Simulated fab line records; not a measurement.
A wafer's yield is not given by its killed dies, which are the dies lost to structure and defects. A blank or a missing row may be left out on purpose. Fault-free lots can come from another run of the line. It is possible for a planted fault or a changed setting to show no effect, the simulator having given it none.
A lot that was struck, set against a sound lot ; flow sky130 ; 15 steps out of a route of 708
Sound: wafers L447.2, L447.5, L447.6. Wafers L460.2, L460.4, L460.5 were the ones struck. The cause is given at the end.
At each step with rows: each side's tool, then ch and its chambers, then its first start. Under that, the readings that differ: sound wafers ; struck wafers ; difference of the means ; sigmas: that difference in standard deviations of wafers without a fault.
alike: same words and numbers on both sides, and readings whose means sit less than 2 such deviations apart. not compared: any withheld reading, any reading some wafer has no value for, any bound like >300 that may hide the same value, and any number with overlapping values for which the record gives no deviation.
A row with sigmas, a row that says differs or no value, or rows on one side alone: a step with any of these is where the two part. Non-overlapping numbers with no deviation appear without sigmas and do not part them. Lack of a reading on every wafer of one side parts them only where that side has two or more wafers.

first, 2 steps without rows for these wafers: SKY_LOCAL_INTERCONNECT_CLEAN_17 (cleans in IPA, time 180 s); SKY_LOCAL_INTERCONNECT_CLEAN_18 (cleans in O3/DIW).
SKY_CONTACT_CVD_00: deposits Si3N4, target thk 75 nm.
  sound on pecvd-03 ch 0,1,2, day 30 16:31; struck on pecvd-02 ch 0,1,2, day 34 21:30
  alike: heaterPowerW
SKY_CONTACT_THK_MEAS_01:
  sound: filmMetro-02 at day 30 16:33; struck: filmMetro-03 at day 34 21:32
  alike: CONTACT_CVD_00_THK
then, 1 step without rows for these wafers: SKY_CONTACT_HDPCVD_02 (deposits SiO2, target thk 565 nm, time 94.2 s).
SKY_CONTACT_THK_MEAS_03:
  sound: filmMetro-01 at day 30 16:41; struck: filmMetro-02 at day 34 21:40
reading;sound;struck;difference;sigmas
CONTACT_HDPCVD_THK (nm);564 574 576;555 549 556;-18;-2
SKY_CONTACT_CMP_04: polishes SiO2.
  sound on cmp-02 ch 1,2,3, day 30 16:50; struck on cmp-02 ch 0,2,3, day 34 21:43
reading;sound;struck;difference;sigmas
timeToEndpointS (s);82 96 88;77 72 79;-13;-3
  alike: motorCurrentA
SKY_CONTACT_BOW_MEAS_05:
  sound: filmMetro-01 at day 30 17:03; struck: filmMetro-01 at day 34 22:02
  alike: CONTACT_BOW
then, 4 steps without rows for these wafers: SKY_CONTACT_DEHYDRATE_06 (time 60 s); SKY_CONTACT_HMDS_07 (prime time 60 s); SKY_CONTACT_COAT_08 (resist thk 60 nm); SKY_CONTACT_COAT_09 (resist thk 450 nm).
SKY_CONTACT_SOFTBAKE_10: time 90 s.
  sound on lithoTrack-03 ch 0, day 31 07:00; struck on lithoTrack-04 ch 0, day 35 09:00
reading;sound;struck;difference;sigmas
heaterPowerTotalW (W);57.22 57.40 57.44;60.09 59.89 60.20;+2.71;+25
plateTempC (C);100.03 99.91 99.85;- - -;no value on the struck wafers;
runLengthS (s);119.20 119.15 119.05;107.41 107.43 107.33;-11.74;-56
then, 1 step without rows for these wafers: SKY_CONTACT_EXPOSE_11 (exposes mask CTM1, target cd 170 nm).
-- the record jumps here: 14 days lie between the struck wafers' starts before and after (it left off in module CONTACT and takes up again in module PAD_OPEN, whose first step shown is number 708 of the route) --
SKY_PAD_OPEN_PROBE_99:
  record: rows for the struck wafers here (prober-01, day 49 00:57), none for the sound ones

## WHERE THEY PART
At SKY_CONTACT_THK_MEAS_03 first; at SKY_PAD_OPEN_PROBE_99 last (within this record only).

WHY: what had been put in by the simulator
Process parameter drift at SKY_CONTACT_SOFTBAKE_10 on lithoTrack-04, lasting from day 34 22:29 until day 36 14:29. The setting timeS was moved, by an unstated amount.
